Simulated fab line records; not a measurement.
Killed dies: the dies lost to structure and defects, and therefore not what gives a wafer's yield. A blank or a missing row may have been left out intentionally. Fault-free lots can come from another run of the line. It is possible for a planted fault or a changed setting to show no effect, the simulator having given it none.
The tool behind it: which one? -- flow sfq_line -- 20 wafers from 7 lots sampled at 2 of the route's 325 steps

WHAT THE GAUGES SHOWED, per wafer
SFQ_M6_RS_MEAS_938: measures by four-point-probe.
lot,measured,on,M6_NB_RS (ohm/sq)
L430,day 61 09:44,film_metro-01,0.890 0.889 0.894
L432,day 67 07:08,film_metro-01,0.885 0.887 0.886
L435,day 67 17:35,film_metro-02,0.886 0.886 0.887
L445,day 71 00:50,film_metro-01,0.532 0.535
L447,day 71 04:25,film_metro-04,0.874 0.877 0.862
L449,day 72 17:25,film_metro-04,0.887 0.902 0.895
L452,day 73 05:26,film_metro-04,0.886 0.893 0.883

WHICH TOOL RAN EACH LOT (tool, then ch and the chambers of the sampled wafers, then the start)
lot,SFQ_TRILAYER_M6_DEP_SPUTTER_157
L430,"pvd_sputter-04, day 61 09:39"
L432,"pvd_sputter-06, day 67 07:01"
L435,"pvd_sputter-06, day 67 17:28"
L445,"pvd_sputter-06, day 71 00:44"
L447,"pvd_sputter-04, day 71 04:20"
L449,"pvd_sputter-04, day 72 17:20"
L452,"pvd_sputter-04, day 73 05:20"
- SFQ_TRILAYER_M6_DEP_SPUTTER_157: material Nb, target thk 200 nm, time 133.3 s.

THE ANSWER, worked out from the rows above alone
Rule: the lots themselves supply what counts as usual. The widest of any qualifying gaps counts: lots, ordered by their means at a reading, are off when they make up no more than a third of the lots, leave a main group of 4 or more, and stand apart from it by 3 or more times the standard deviation of that group's means. The tables above print the reading to a certain number of digits; a main group whose means all agree to those digits is not used. A lot without any number at a reading at which 4 lots or more have one is off too. Where the step has rows for the other lots, those lots are counted as sound.
Off: L445, at SFQ_M6_RS_MEAS_938 (M6_NB_RS). The main group has a mean of 0.886 ohm/sq with a standard deviation of 0.0074.
A tool fits if, at a process step before that reading, it ran every lot that is off, and no sound lot after the first of them. Gauges at SFQ_M6_RS_MEAS_938: tried the same way as those tools. 2 tools fit, pvd_sputter-06 at SFQ_TRILAYER_M6_DEP_SPUTTER_157 and film_metro-01 at SFQ_M6_RS_MEAS_938, so this cannot tell which one it is.

WHAT THE SIMULATOR HAD PUT IN
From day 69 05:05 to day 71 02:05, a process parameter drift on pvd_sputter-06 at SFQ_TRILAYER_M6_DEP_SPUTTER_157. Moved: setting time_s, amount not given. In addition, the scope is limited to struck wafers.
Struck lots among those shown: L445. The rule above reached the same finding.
